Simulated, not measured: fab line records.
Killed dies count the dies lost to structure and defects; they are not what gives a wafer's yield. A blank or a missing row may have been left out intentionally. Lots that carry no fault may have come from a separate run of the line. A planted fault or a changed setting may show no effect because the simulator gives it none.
fab line records	flow sky130
record lots=5	wafers=15	lastDay=50
route steps=708 shown VIA2@515 PAD_OPEN@708
lots that met no fault: from a run of the same line without faults
startH: the number of hours between the record's first day and the start of the first shown wafer of the lot	waitH: hours since the lot's step before	" unchanged from the row above	L1.1+2: several wafers, shown together as one row	- value missing, or start not given	* or withheld: withheld	< > ~ a bound
route shown NAME@n: a module of which the file shows steps, and the number in the route of the first	usual: average and standard deviation across the fault-free wafers	same: alike in all rows	chamber/n: place in a boat	sites: each site's reading	_std_site: standard deviation of those values	_edge_site: mean of outer sites minus mean of inner sites	radiusMm: how far each site lies from the wafer's centre	mask NAME#n: copy n	behind: the most recent tool/chamber to have shaped the wafer	hold: cause of the lot's hold/its duration in hours/its outcome	device: whichever transistor did not switch (one of n, p or np)	end of line: the tests these same wafers got at the end of their route	a step with no rows: only its recipe	killed: dies that structure and defects cost at the first sort, which is not the same as the wafer's yield	map: the dies of a wafer, with x for killed, . for not killed, _ for no die there
set.NAME: the run value of the setting; set.NAME@STEP: its run value at that earlier step	model.NAME: the simulator's own value behind a step, which no gauge read
lots seen at some steps along the route; tables by step, rows by wafer
services: when a tool's chamber went out of use (startH, in hours from the record's first day, below 0 if earlier), for how many hours, and the reason
## steps
# step SKY_VIA2_SOFTBAKE_08
# recipe tempC=100	timeS=90	resist=KrF-thick
# step SKY_VIA2_EXPOSE_09
# recipe maskId=VIM2	na=0.8	sourceShape=annular	sigmaInner=0.55	sigmaOuter=0.85	targetCdNm=200	doseMj=38
# step SKY_VIA2_PEB_10
# recipe pebTempC=withheld	pebTimeS=withheld	resist=KrF-thick
# step SKY_VIA2_DEVELOP_11
# recipe developTimeS=60	resist=KrF-thick	devTempC=21
# step SKY_VIA2_CD_MEAS_12
# recipe targetCdNm=200
# usual cdNm=200.1/1.3
lot.wafer	tool	chamber	startH	waitH	cdNm
L288.1	cdSem-02	-	871.84	-	199.5
L288.3	"	-	"	"	198.5
L288.6	"	-	"	"	198.7
L301.4	cdSem-01	-	967.10	-	199.9
L301.5	"	-	"	"	199.8
L301.6	"	-	"	"	198.8
L305.1	cdSem-02	-	999.94	-	201.1
L305.2	"	-	"	"	201.3
L305.6	"	-	"	"	201.3
L307.1	cdSem-01	-	1005.97	-	200.4
L307.2	"	-	"	"	201.4
L307.3	"	-	"	"	201.0
L308.1	cdSem-01	-	1010.46	-	197.9
L308.4	"	-	"	"	197.7
L308.6	"	-	"	"	198.1
# step SKY_VIA2_OVL_MEAS_13
# usual VIA2_OVL=2/5.9
lot.wafer	tool	chamber	startH	waitH	VIA2_OVL[nm]
L288.1	overlay-02	-	871.96	0.1	3
L288.3	"	-	"	"	0
L288.6	"	-	"	"	15
L301.4	overlay-02	-	967.17	0.1	-6
L301.5	"	-	"	"	1
L301.6	"	-	"	"	-6
L305.1	overlay-01	-	1000.06	0.1	7
L305.2	"	-	"	"	10
L305.6	"	-	"	"	6
L307.1	overlay-01	-	1006.09	0.1	12
L307.2	"	-	"	"	-2
L307.3	"	-	"	"	9
L308.1	overlay-02	-	1010.58	0.1	-4
L308.4	"	-	"	"	3
L308.6	"	-	"	"	-3
# step SKY_VIA2_ETCH_14
# recipe chemistry=N2/H2	target=BARC	ionEnergyEv=200	sourceW=500	biasW=100	pressureMtorr=30	n2FlowSccm=100	h2FlowSccm=200	stopOn=SiO2	timeS=45.9	targetDepthA=600
# usual drypumpMotorCurrentA=5.7/0.31	n2FlowSccm=100.0/0.33	oesProductAu=0.854/0.0042	throttleValvePct=13.225/0.0097
lot.wafer	tool	chamber	startH	waitH	drypumpMotorCurrentA	n2FlowSccm	oesProductAu	rfHoursCounterH	throttleValvePct
L288.1	rieDiel-04	2	871.99	0.0	5.7	100.0	0.849	17	13.223
L288.3	"	0	"	"	5.9	100.1	0.853	0	13.227
L288.6	"	3	"	"	6.0	99.6	0.853	-	13.232
L301.4	rieDiel-01	2	967.21	0.0	6.2	100.3	0.850	-	13.216
L301.5	"	3	"	"	5.4	100.4	0.856	-	13.233
L301.6	"	2	"	"	6.2	100.5	0.849	-	13.225
L305.1	rieDiel-03	2	1000.09	0.0	5.2	100.3	0.850	4	13.209
L305.2	"	0	"	"	5.4	100.1	0.851	21	13.229
L305.6	"	2	"	"	5.2	99.6	0.854	-	13.223
L307.1	rieDiel-04	1	1006.12	0.0	5.8	99.6	0.864	12	13.228
L307.2	"	2	"	"	5.7	100.3	0.856	21	13.235
L307.3	"	3	"	"	6.0	99.9	0.858	22	13.212
L308.1	rieDiel-01	1	1010.62	0.0	6.1	99.7	0.853	21	13.220
L308.4	"	0	"	"	5.4	100.5	0.850	14	13.234
L308.6	"	2	"	"	6.2	99.5	0.861	-	13.228
# step SKY_VIA2_ETCH_15
# recipe target=SiO2	chemistry=C4F8/O2/Ar	targetDepthNm=546	stopOn=TiN	maskMaterial=KrF-thick	sourceW=1500	biasW=1200	pressureMtorr=40	c4f8FlowSccm=withheld	O2_flow_sccm=6	Ar_flow_sccm=300	timeS=84
# usual oesProductAu=0.939/0.0047
lot.wafer	tool	chamber	startH	waitH	oesProductAu	rfHoursCounterH
L288.1	rieDiel-04	2	872.03	0.0	0.934	17
L288.3	"	0	"	"	0.935	0
L288.6	"	3	"	"	0.942	-
L301.4	rieDiel-01	2	967.29	0.1	0.944	-
L301.5	"	3	"	"	0.942	-
L301.6	"	2	"	"	0.942	-
L305.1	rieDiel-03	2	1000.13	0.0	0.941	4
L305.2	"	0	"	"	0.933	21
L305.6	"	2	"	"	0.934	-
L307.1	rieDiel-04	1	1006.16	0.0	0.948	12
L307.2	"	2	"	"	0.937	21
L307.3	"	3	"	"	0.945	22
L308.1	rieDiel-01	1	1010.66	0.0	0.937	21
L308.4	"	0	"	"	0.940	14
L308.6	"	2	"	"	0.932	-
# step SKY_VIA2_STRIP_16
# recipe chemistry=O2/N2	powerW=1400	pressureMtorr=1500	platenTempC=withheld	o2FlowSccm=3000	n2FlowSccm=300	overashFraction=0.5
# usual drypumpMotorCurrentA=5.74/0.26	n2FlowSccm=300.1/0.8	oesProductAu=0.398/0.0046	stripTimeToEndpointS=4.048/0.025
# same overashFraction=0.5
lot.wafer	tool	chamber	startH	waitH	drypumpMotorCurrentA	n2FlowSccm	oesProductAu	rfHoursCounterH	stripTimeToEndpointS
L288.1	plasmaAsher-02	1	872.10	0.0	6.00	298.7	0.400	12	4.022
L288.3	"	0	"	"	5.64	299.0	0.389	-	4.052
L288.6	"	0	"	"	5.63	299.9	0.397	-	4.062
L301.4	plasmaAsher-03	0	967.38	0.1	5.53	300.2	0.407	-	4.031
L301.5	"	0	"	"	5.54	300.0	0.402	-	4.056
L301.6	"	1	"	"	5.91	300.9	0.403	-	4.020
L305.1	plasmaAsher-02	1	1000.20	0.0	5.99	301.9	0.396	26	4.054
L305.2	"	0	"	"	5.63	299.7	0.391	26	4.027
L305.6	"	1	"	"	5.99	301.1	0.399	-	4.042
L307.1	plasmaAsher-04	0	1006.23	0.0	5.26	299.4	0.406	58	4.056
L307.2	"	1	"	"	5.96	299.8	0.402	58	4.080
L307.3	"	1	"	"	5.97	299.9	0.400	-	4.062
L308.1	plasmaAsher-02	0	1010.73	0.0	5.60	301.0	0.402	27	4.066
L308.4	"	0	"	"	5.62	300.8	0.402	-	4.046
L308.6	"	1	"	"	6.00	300.7	0.394	-	4.032
# step SKY_VIA2_STRIP_17
# recipe chemistry=postEtchResidueRemover	timeS=1200	tempC=72.5
# step SKY_VIA2_CLEAN_18
# recipe chemistry=IPA	timeS=180	tempC=25
# step SKY_VIA2_CLEAN_19
# recipe chemistry=O3/DIW	dry=n2Spin
# step SKY_VIA2_SPUTTER_20
# recipe material=TiN	targetThkNm=20	chamberPressurePa=5	powerW=4000	timeS=80
# usual chamberPressurePa=5.001/0.0096	throttleValvePct=29.7/0.91
lot.wafer	tool	chamber	startH	waitH	chamberPressurePa	throttleValvePct	model.TiN_of_VIA2_SPUTTER_20.thkNm
L288.1	pvdSputter-02	-	872.69	0.0	5.006	27.9	20.13
L288.3	"	-	"	"	4.981	30.2	20.49
L288.6	"	-	"	"	4.992	30.3	20.36
L301.4	pvdSputter-04	-	967.96	0.0	5.014	29.9	20.12
L301.5	"	-	"	"	4.997	28.5	19.96
L301.6	"	-	"	"	4.996	30.8	19.87
L305.1	pvdSputter-04	-	1000.96	0.0	4.997	30.9	20.14
L305.2	"	-	"	"	6.447	26.1	16.22
L305.6	"	-	"	"	5.014	29.4	20.29
L307.1	pvdSputter-02	-	1006.92	0.0	5.003	28.9	20.11
L307.2	"	-	"	"	4.996	29.3	19.93
L307.3	"	-	"	"	5.005	30.0	20.16
L308.1	pvdSputter-03	-	1011.41	0.0	5.004	30.9	20.13
L308.4	"	-	"	"	4.987	29.1	20.18
L308.6	"	-	"	"	5.003	31.1	20.23
# step SKY_VIA2_CVD_21
# recipe material=W	targetThkNm=420	timeS=126.4	tempC=400	pressureTorr=40
# usual heaterPowerW=839/52	susceptorTempC=399.98/0.19
lot.wafer	tool	chamber	startH	waitH	heaterPowerW	susceptorTempC
L288.1	cvdW-02	0	872.75	0.0	862	400.04
L288.3	"	0	"	"	890	400.18
L288.6	"	0	"	"	879	400.14
L301.4	cvdW-02	1	968.06	0.1	822	400.13
L301.5	"	0	"	"	887	399.66
L301.6	"	1	"	"	827	400.09
L305.1	cvdW-01	0	1001.02	0.0	900	400.14
L305.2	"	1	"	"	745	400.11
L305.6	"	0	"	"	882	400.03
L307.1	cvdW-01	1	1006.98	0.0	725	399.95
L307.2	"	0	"	"	879	399.74
L307.3	"	0	"	"	862	399.87
L308.1	cvdW-01	0	1011.47	0.0	877	399.84
L308.4	"	1	"	"	764	400.04
L308.6	"	1	"	"	730	399.79
# step SKY_PAD_OPEN_PROBE_99
# usual defectLimitedYield=82.5/2	killed_at_M0_to_M3=42/6.6	killed_at_M4_up=3.1/1.9	killedAtContacts=25/5.7	killedAtFrontEnd=16/5	killedAtOther=0.2/0.38	killedDies=86/9.6	killedOpen=47/7.2	killedShort=39/6.2	sort_bin_3_pad_short=0.9/0.44	sort_bin_5_function=10.3/1.5	sort_bin_6_memory=6.2/1.1	sortNPass=406/9.6	sortYieldPct=82.5/2
# same grossDies=492	killedAtBackSide=0	sort_bin_4_leakage[%]=0	sort_bin_8_speed[%]=0
lot.wafer	tool	chamber	startH	waitH	defectLimitedYield[%]	killed_at_M0_to_M3	killed_at_M4_up	killedAtContacts	killedAtFrontEnd	killedAtOther	killedDies	killedOpen	killedShort	sort_bin_3_pad_short[%]	sort_bin_5_function[%]	sort_bin_6_memory[%]	sortNPass	sortYieldPct[%]
L301.4	prober-01	-	1167.89	0.2	84.1	45	0	19	14	0	78	40	38	0.6	8.7	6.5	414	84.1
L301.5	prober-01	-	1167.94	0.2	82.9	39	4	20	21	0	84	35	49	1.8	9.8	5.5	408	82.9
L301.6	prober-01	-	1167.99	0.2	81.3	46	2	28	16	0	92	54	38	1.0	9.8	7.9	400	81.3
L307.1	prober-01	-	1195.50	0.1	84.6	45	2	18	11	0	76	35	41	0.2	11.2	4.1	416	84.6
L307.2	prober-01	-	1195.55	0.1	83.5	45	5	19	12	0	81	46	35	0.2	11.0	5.3	411	83.5
L307.3	prober-01	-	1195.60	0.2	81.1	48	4	21	20	0	93	41	52	1.6	11.4	5.9	399	81.1
# killed by level:class
L301.4 VIA1:geometricParticle:open=10 METAL2:geometricParticle:short=7 VIA1:geometricParticle:short=6 LI_CONTACT:geometricParticle:open=5 CONTACT:geometricParticle:open=5 CONTACT:geometricParticle:short=4 METAL1:geometricParticle:short=4 VIA2:geometricParticle:open=4
L301.5 POLY_GATE:geometricParticle:short=9 METAL2:geometricParticle:short=7 CONTACT:geometricParticle:short=7 VIA1:geometricParticle:open=7 VIA1:geometricParticle:short=7 CONTACT:geometricParticle:open=5 VIA2:geometricParticle:open=5 LOCAL_INTERCONNECT:geometricParticle:short=4
L301.6 CONTACT:geometricParticle:open=16 VIA1:geometricParticle:open=13 LI_CONTACT:geometricParticle:open=6 VIA2:geometricParticle:short=6 POLY_GATE:geometricParticle:short=5 VIA1:geometricParticle:short=5 METAL2:geometricParticle:short=5 VIA3:geometricParticle:open=5
L307.1 METAL1:geometricParticle:short=10 VIA2:geometricParticle:open=9 CONTACT:geometricParticle:open=8 VIA1:geometricParticle:open=7 FIELD_ISO:geometricParticle:short=5 CONTACT:geometricParticle:short=4 METAL2:geometricParticle:short=4 VIA2:geometricParticle:short=4
L307.2 VIA3:geometricParticle:open=10 VIA2:geometricParticle:open=9 LI_CONTACT:geometricParticle:open=7 VIA1:geometricParticle:open=7 CONTACT:geometricParticle:open=5 VIA1:geometricParticle:short=5 FIELD_ISO:geometricParticle:short=4 METAL2:geometricParticle:short=4
L307.3 VIA1:geometricParticle:open=13 METAL2:geometricParticle:short=9 FIELD_ISO:geometricParticle:short=6 POLY_GATE:geometricParticle:short=6 CONTACT:geometricParticle:open=6 METAL1:geometricParticle:short=6 VIA2:geometricParticle:short=6 LOCAL_INTERCONNECT:geometricParticle:short=5
## services
tool	chamber	startH	hours	kind
plasmaAsher-04	-	849.97	2.8	pm
rieDiel-04	0	850.26	-	clean
rieDiel-04	0	850.26	17.1	scheduledDown
rieDiel-04	0	850.26	17.1	ventCycle
pvdSputter-03	-	852.36	2.8	repair
rieDiel-03	2	853.98	-	clean
rieDiel-03	2	853.98	18.2	scheduledDown
rieDiel-04	3	877.54	2.0	repair
cvdW-02	1	886.28	8.1	repair
pvdSputter-04	-	888.09	2.7	repair
pvdSputter-02	-	898.85	0.9	repair
cvdW-01	-	904.00	14.0	pm
cvdW-01	0	904.00	14.0	ventCycle
cvdW-01	1	904.00	14.0	ventCycle
pvdSputter-03	-	907.52	4.1	repair
cvdW-01	0	918.00	-	clean
cvdW-01	1	918.00	-	clean
cvdW-01	1	936.93	1.4	repair
rieDiel-03	0	942.80	2.8	repair
cvdW-02	1	949.67	17.9	repair
rieDiel-01	0	957.21	16.2	repair
rieDiel-01	1	966.90	7.1	repair
pvdSputter-02	-	997.40	1.4	repair
cvdW-02	-	1010.73	6.0	pm
## key
firstSign step=SKY_VIA2_SPUTTER_20	reading=chamberPressurePa	direction=up	sigmas=99+	usual=5.001	struck=6.447
effect step=SKY_VIA2_SPUTTER_20	reading=throttleValvePct	direction=down	sigmas=3.9	usual=29.7	struck=26.1
modelEffect step=SKY_VIA2_SPUTTER_20	value=TiN_of_VIA2_SPUTTER_20.thkNm	without=20.42	struck=16.22
metAt SKY_VIA2_SPUTTER_20
struckWafers L305.2
onsetBetween 967.96 1000.96
fault kind=processParameterDrift	tool=pvdSputter-04	chamber=-	onsetH=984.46	steps=SKY_VIA2_SPUTTER_20	channel=chamberPressurePa	offset=1.4308	shape=step	endH=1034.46	actsIn=theseRecipesOnly	stated=5	scope=struckWafersOnly
